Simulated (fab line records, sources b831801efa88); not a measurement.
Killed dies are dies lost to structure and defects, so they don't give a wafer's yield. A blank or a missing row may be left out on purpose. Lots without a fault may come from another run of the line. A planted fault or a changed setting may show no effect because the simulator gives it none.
fab line records | flow sky130
record lots=6 wafers=18 last_day=50
route steps=708 shown FIELD_ISO@3 PAD_OPEN@708
lots that met no fault: from a run of the same line without faults
start_h: hours from the record's first day to the start of the lot's first wafer shown | wait_h: hours since the lot's step before | " the same as in the row above | L1.1+2: a row that stands for several wafers | - no value, or no start given | * or withheld: withheld | < > ~ a bound
route shown NAME@n: a module of which the file shows steps, and the number in the route of the first | usual: mean/standard deviation of fault-free wafers | same: alike in all rows | chamber/n: place in a boat | sites: the reading at each site | _std_site: their standard deviation | _edge_site: outer sites' mean less inner sites' | radius_mm: how far each site lies from the wafer's centre | mask NAME#n: copy n | behind: the tool/chamber that last shaped the wafer | hold: why the lot was held/for how many hours/how that ended | device: the transistor (n, p or np) that didn't switch | end of line: the same wafers' tests at the end of the route | a step without rows: its recipe alone | killed: dies lost to structure and defects at the first sort, not the wafer's yield | map: a wafer's dies, x killed, . not, _ none there
set.NAME: the setting as run; set.NAME@STEP: as run at that earlier step | model.NAME: the simulator's own value behind a step, which no gauge read
lots at some steps of the route; a table a step, a row a wafer
services: from which hour (start_h, from the record's first day; less than 0 if before it) a tool's chamber was out of use, for how many hours, and why
## steps
# step SKY_FIELD_ISO_THK_MEAS_02
# recipe reads=SiO2_of_FIELD_ISO_OXIDATION_01
# usual FIELD_ISO_OXIDATION_00_THK=12.00/0.23
# columns lot.wafer tool chamber start_h wait_h FIELD_ISO_OXIDATION_00_THK[nm]
L542.2 film_metro-04 - 27.94 0.0 11.74
L542.4 " - " " 11.77
L542.5 " - " " 11.65
L545.3 film_metro-04 - 41.65 0.0 12.04
L545.4 " - " " 12.10
L545.6 " - " " 12.07
L551.1 film_metro-03 - 72.33 0.0 12.14
L551.4 " - " " 11.89
L551.6 " - " " 12.15
L553.1 film_metro-02 - 81.70 0.0 12.13
L553.5 " - " " 12.38
L553.6 " - " " 12.13
L560.2 film_metro-04 - 117.32 0.0 12.40
L560.4 " - " " 12.44
L560.5 " - " " 12.36
L562.3 film_metro-02 - 128.14 0.0 12.15
L562.5 " - " " 12.14
L562.6 " - " " 12.16
# step SKY_FIELD_ISO_CVD_03
# recipe material=Si3N4 precursor=DCS/NH3 target_thk_nm=165 temp_c=770 time_s=2830 pressure_mtorr=250
# step SKY_FIELD_ISO_THK_MEAS_04
# recipe reads=Si3N4_of_FIELD_ISO_CVD_03
# usual FIELD_ISO_CVD_03_THK=164.8/1.4
# columns lot.wafer tool chamber start_h wait_h FIELD_ISO_CVD_03_THK[nm]
L542.2 film_metro-03 - 29.78 0.0 162.8
L542.4 " - " " 163.6
L542.5 " - " " 162.8
L545.3 film_metro-04 - 43.86 0.0 164.0
L545.4 " - " " 163.0
L545.6 " - " " 163.6
L551.1 film_metro-03 - 74.18 0.0 162.6
L551.4 " - " " 163.9
L551.6 " - " " 164.2
L553.1 film_metro-03 - 83.55 0.0 165.9
L553.5 " - " " 166.5
L553.6 " - " " 164.9
L560.2 film_metro-04 - 119.43 0.0 165.9
L560.4 " - " " 165.1
L560.5 " - " " 164.7
L562.3 film_metro-04 - 130.83 0.0 166.1
L562.5 " - " " 163.4
L562.6 " - " " 164.4
# step SKY_FIELD_ISO_DEHYDRATE_05
# recipe temp_c=200 time_s=60
# step SKY_FIELD_ISO_HMDS_06
# recipe prime_time_s=60 prime_temp_c=120
# step SKY_FIELD_ISO_COAT_07
# recipe resist=BARC temp_c=withheld time_s=withheld spin_rpm=3000 resist_thk_nm=60
# step SKY_FIELD_ISO_COAT_08
# recipe resist=KrF-thick spin_rpm=3000 resist_thk_nm=450
# step SKY_FIELD_ISO_SOFTBAKE_09
# recipe temp_c=100 time_s=90 resist=KrF-thick
# step SKY_FIELD_ISO_EXPOSE_10
# recipe mask_id=FOM na=0.68 source_shape=annular sigma_inner=0.4 sigma_outer=0.8 target_cd_nm=150 dose_mj=28
# step SKY_FIELD_ISO_PEB_11
# recipe peb_temp_c=withheld peb_time_s=withheld resist=KrF-thick
# step SKY_FIELD_ISO_DEVELOP_12
# recipe develop_time_s=60 resist=KrF-thick dev_temp_c=21
# step SKY_FIELD_ISO_CD_MEAS_13
# recipe target_cd_nm=150
# usual cd_nm=149.8/1.4
# columns lot.wafer tool chamber start_h wait_h cd_nm
L542.2 cd_sem-02 - 44.74 - 151.2
L542.4 " - " " 150.0
L542.5 " - " " 150.5
L545.3 cd_sem-01 - 59.39 - 147.4
L545.4 " - " " 149.3
L545.6 " - " " 146.9
L551.1 cd_sem-02 - 90.65 - 149.2
L551.4 " - " " 150.8
L551.6 " - " " 150.0
L553.1 cd_sem-02 - 100.92 - 150.4
L553.5 " - " " 150.0
L553.6 " - " " 149.8
L560.2 cd_sem-01 - 137.32 - 147.7
L560.4 " - " " 148.5
L560.5 " - " " 148.0
L562.3 cd_sem-02 - 149.56 - 151.3
L562.5 " - " " 152.2
L562.6 " - " " 151.7
# step SKY_FIELD_ISO_ETCH_14
# recipe chemistry=N2/H2 target=BARC ion_energy_ev=200 source_w=500 bias_w=100 pressure_mtorr=30 n2_flow_sccm=100 h2_flow_sccm=200 stop_on=SiO2 time_s=45.9 target_depth_a=600
# usual bias_w=100.0/0.33 chamber_pressure_mTorr=29.999/0.027 drypump_motor_current_A=6.0/0.58 oes_product_au=0.854/0.0047 throttle_valve_pct=13.225/0.0091
# columns lot.wafer tool chamber start_h wait_h bias_w chamber_pressure_mTorr drypump_motor_current_A oes_product_au rf_hours_counter_h throttle_valve_pct model.KrF-thick_of_FIELD_ISO_COAT_08.thk_nm
L542.2 rie_diel-04 0 44.84 0.1 100.3 29.992 5.8 0.861 70 13.226 393.1
L542.4 " 2 " " 99.6 30.035 6.8 0.862 42 13.230 392.5
L542.5 " 1 " " 100.6 29.990 6.8 0.855 - 13.225 391.2
L545.3 rie_diel-01 2 59.47 0.1 100.3 30.004 5.3 0.854 138 13.207 392.3
L545.4 " 3 " " 99.8 29.981 5.7 0.849 115 13.234 391.3
L545.6 " 0 " " 100.8 29.973 6.6 0.851 - 13.217 392.8
L551.1 rie_diel-04 1 90.77 0.1 83.9 29.986 6.8 0.846 102 13.230 391.3
L551.4 " 2 " " 83.5 30.001 6.8 0.850 43 13.231 392.6
L551.6 " 3 " " 83.1 29.933 5.2 0.865 - 13.223 391.5
L553.1 rie_diel-04 0 101.04 0.1 83.3 30.018 5.8 0.849 71 13.244 394.9
L553.5 " 1 " " 83.2 29.975 6.8 0.850 - 13.208 396.2
L553.6 " 0 " " 83.4 29.986 5.8 0.848 - 13.225 394.9
L560.2 rie_diel-01 1 137.42 0.1 99.9 29.981 5.8 0.861 9 13.212 391.4
L560.4 " 0 " " 99.6 30.048 6.6 0.856 89 13.243 393.3
L560.5 " 0 " " 99.8 30.003 6.6 0.846 - 13.198 392.4
L562.3 rie_diel-02 2 149.64 0.1 100.1 29.968 6.4 0.860 4 13.227 392.2
L562.5 " 2 " " 100.0 30.012 6.4 0.858 - 13.210 394.2
L562.6 " 1 " " 99.9 29.982 6.0 0.853 - 13.221 393.3
# step SKY_FIELD_ISO_ETCH_15
# recipe chemistry=CHF3/O2 target_depth_nm=180 stop_on=Si source_w=600 bias_w=200 pressure_mtorr=40 chf3_flow_sccm=50 O2_flow_sccm=5 time_s=72
# usual bias_w=200.0/0.6 chamber_pressure_mTorr=40.00/0.037 drypump_motor_current_A=6.0/0.58 oes_product_au=0.945/0.006 throttle_valve_pct=8.843/0.01
# columns lot.wafer tool chamber start_h wait_h bias_w chamber_pressure_mTorr drypump_motor_current_A oes_product_au rf_hours_counter_h throttle_valve_pct
L542.2 rie_diel-04 0 44.88 0.0 200.3 39.98 5.8 0.936 70 8.834
L542.4 " 2 " " 200.4 39.99 6.8 0.939 42 8.858
L542.5 " 1 " " 200.2 40.04 6.7 0.934 - 8.837
L545.3 rie_diel-01 2 59.51 0.0 199.8 39.97 5.3 0.945 138 8.845
L545.4 " 3 " " 198.8 40.00 5.7 0.940 115 8.845
L545.6 " 0 " " 199.5 39.98 6.5 0.938 - 8.858
L551.1 rie_diel-04 1 90.81 0.0 199.7 40.03 6.8 0.938 102 8.852
L551.4 " 2 " " 199.6 39.96 6.8 0.950 43 8.836
L551.6 " 3 " " 199.4 40.01 5.1 0.945 - 8.851
L553.1 rie_diel-04 0 101.08 0.0 200.8 40.00 5.8 0.948 71 8.842
L553.5 " 1 " " 199.4 39.99 6.8 0.947 - 8.839
L553.6 " 0 " " 200.3 39.99 5.8 0.946 - 8.819
L560.2 rie_diel-01 1 137.46 0.0 199.9 39.99 5.8 0.954 9 8.869
L560.4 " 0 " " 200.4 40.06 6.6 0.950 89 8.833
L560.5 " 0 " " 199.7 40.01 6.6 0.945 - 8.843
L562.3 rie_diel-02 2 149.68 0.0 201.2 39.97 6.4 0.952 4 8.842
L562.5 " 2 " " 201.0 40.06 6.4 0.936 - 8.831
L562.6 " 1 " " 199.3 40.01 6.0 0.945 - 8.861
# step SKY_PAD_OPEN_PROBE_99
# usual killed_at_M0_to_M3=44/7.2 killed_at_M4_up=3.4/2.1 killed_at_contacts=24/5.5 killed_at_front_end=15/4.6 killed_at_other=0.4/0.64 killed_dies=86/9.1 killed_open=47/7.5 killed_short=39/5.8
# same gross_dies=492 killed_at_back_side=0
# columns lot.wafer tool chamber start_h wait_h killed_at_M0_to_M3 killed_at_M4_up killed_at_contacts killed_at_front_end killed_at_other killed_dies killed_open killed_short
L553.1 prober-02 - 1157.11 0.1 33 6 28 19 0 86 49 37
L553.5 prober-02 - 1157.31 0.2 40 3 15 12 0 70 43 27
L553.6 prober-02 - 1157.36 0.2 38 5 20 11 0 74 42 32
# killed by level:class
L553.1 VIA1:geometric_particle:open=14 CONTACT:geometric_particle:open=8 CONTACT:geometric_particle:short=6 VIA2:geometric_particle:open=6 FIELD_ISO:geometric_particle:open=5 LI_CONTACT:geometric_particle:short=5 LI_CONTACT:geometric_particle:open=5 METAL2:geometric_particle:short=5
L553.5 CONTACT:geometric_particle:open=10 VIA1:geometric_particle:open=9 VIA2:geometric_particle:open=9 VIA3:geometric_particle:open=5 VIA1:geometric_particle:short=4 FIELD_ISO:geometric_particle:open=3 FIELD_ISO:geometric_particle:short=3 METAL1:geometric_particle:short=3
L553.6 VIA1:geometric_particle:open=12 FIELD_ISO:geometric_particle:short=7 LI_CONTACT:geometric_particle:open=7 CONTACT:geometric_particle:open=6 LI_CONTACT:geometric_particle:short=4 VIA2:geometric_particle:open=4 METAL1:geometric_particle:short=3 METAL2:geometric_particle:short=3
## services
# columns tool chamber start_h hours kind
rie_diel-01 3 39.88 5.0 repair
rie_diel-01 0 41.35 7.4 repair
rie_diel-04 3 51.12 9.9 repair
rie_diel-02 0 99.72 8.5 repair
rie_diel-01 3 109.04 3.0 repair
rie_diel-04 - 115.72 0.2 repair
rie_diel-02 0 121.73 4.4 repair
rie_diel-01 - 133.12 0.5 repair
## key
first_sign step=SKY_FIELD_ISO_ETCH_14 reading=bias_w direction=down sigmas=51 usual=100.0 struck=83.4
effect none on later readings
model_effect step=SKY_FIELD_ISO_ETCH_14 value=KrF-thick_of_FIELD_ISO_COAT_08.thk_nm without=391.3 struck=393.6
met_at SKY_FIELD_ISO_ETCH_14
struck_wafers L551.1,L551.4,L551.6,L553.1,L553.5,L553.6
tester_left_out L551,L553
onset_between 44.84 90.77
fault kind=process_parameter_drift tool=rie_diel-04 chamber=- onset_h=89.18 steps=SKY_FIELD_ISO_ETCH_14 channel=bias_w offset=-16.591 shape=step end_h=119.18 acts_in=these_recipes_only stated=100
# tester_left_out: of these lots the tester's yield and bins aren't shown, on N5 and GAA mostly nor the transistor test; their killed dies are dies lost to structure and defects alone, not to doping, threshold or leakage, so they don't give the yield
